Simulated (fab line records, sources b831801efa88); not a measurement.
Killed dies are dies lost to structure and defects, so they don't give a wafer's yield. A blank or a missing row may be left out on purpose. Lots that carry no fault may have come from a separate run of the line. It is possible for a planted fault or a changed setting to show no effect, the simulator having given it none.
What tool caused it? :: flow gf180mcu :: 12 lots, 36 wafers sampled, at 2 steps of a route of 602

WHAT EACH GAUGE READ, for each wafer
GF_V3_OVL_MEAS_15.
lot: L075
measured: day 22 10:55
on: overlay-01
V3_OVL (nm): 2 -1 2

lot: L077
measured: day 23 03:26
on: overlay-01
V3_OVL (nm): -6 -8 -12

lot: L079
measured: day 23 23:23
on: overlay-02
V3_OVL (nm): -9 -6 -6

lot: L081
measured: day 25 01:12
on: overlay-01
V3_OVL (nm): -11 -3 -1

lot: L083
measured: day 25 17:07
on: overlay-01
V3_OVL (nm): 0 3 3

lot: L085
measured: day 26 07:03
on: overlay-02
V3_OVL (nm): -9 -10 -11

lot: L087
measured: day 26 16:22
on: overlay-01
V3_OVL (nm): -13 -3 -7

lot: L089
measured: day 27 08:54
on: overlay-01
V3_OVL (nm): -4 -17 -4

lot: L091
measured: day 27 22:36
on: overlay-02
V3_OVL (nm): -12 -8 -14

lot: L093
measured: day 28 16:10
on: overlay-01
V3_OVL (nm): -10 -13 -11

lot: L095
measured: day 29 08:08
on: overlay-01
V3_OVL (nm): -2 3 -3

lot: L097
measured: day 29 19:11
on: overlay-01
V3_OVL (nm): -4 0 -2

WHICH TOOL RAN EACH LOT (tool, then ch and the chambers of the sampled wafers, then the start)
lot: L075
GF_V1_ETCH_17: rieDiel-03 ch 0,1, day 22 10:55 or earlier

lot: L077
GF_V1_ETCH_17: rieDiel-01 ch 0,2,3, day 23 03:26 or earlier

lot: L079
GF_V1_ETCH_17: rieDiel-01 ch 0,2,3, day 23 23:23 or earlier

lot: L081
GF_V1_ETCH_17: rieDiel-02 ch 2,3, day 25 01:12 or earlier

lot: L083
GF_V1_ETCH_17: rieDiel-01 ch 0,2, day 25 17:07 or earlier

lot: L085
GF_V1_ETCH_17: rieDiel-01 ch 0,1,2, day 26 07:03 or earlier

lot: L087
GF_V1_ETCH_17: rieDiel-02 ch 0,1,3, day 26 16:22 or earlier

lot: L089
GF_V1_ETCH_17: rieDiel-02 ch 0,1,2, day 27 08:54 or earlier

lot: L091
GF_V1_ETCH_17: rieDiel-01 ch 0,1, day 27 22:36 or earlier

lot: L093
GF_V1_ETCH_17: rieDiel-02 ch 1,2, day 28 16:10 or earlier

lot: L095
GF_V1_ETCH_17: rieDiel-01 ch 0,3, day 29 08:08 or earlier

lot: L097
GF_V1_ETCH_17: rieDiel-02 ch 2,3, day 29 19:11 or earlier
- GF_V1_ETCH_17: etches SiO2 in C4F8/O2/Ar, stops on TiN, target depth 630 nm.

THE ANSWER, worked out from the rows above alone
Rule: the usual values come from the lots themselves. Put in order of their means at a reading, lots are off if they are a third of the lots or fewer, leave a main group of 4 or more, and stand apart from it by a gap of 3 or more times the standard deviation of the main group's means; of several such gaps the widest counts. If all means in a main group match to the digits the tables above print for the reading, that group is not used. A lot without any number at a reading at which 4 lots or more have one is off too. The other lots that the step has rows for count as sound.
No lot is off on any of the readings shown, so nothing can be concluded from this.

WHAT THE SIMULATOR HAD PUT IN
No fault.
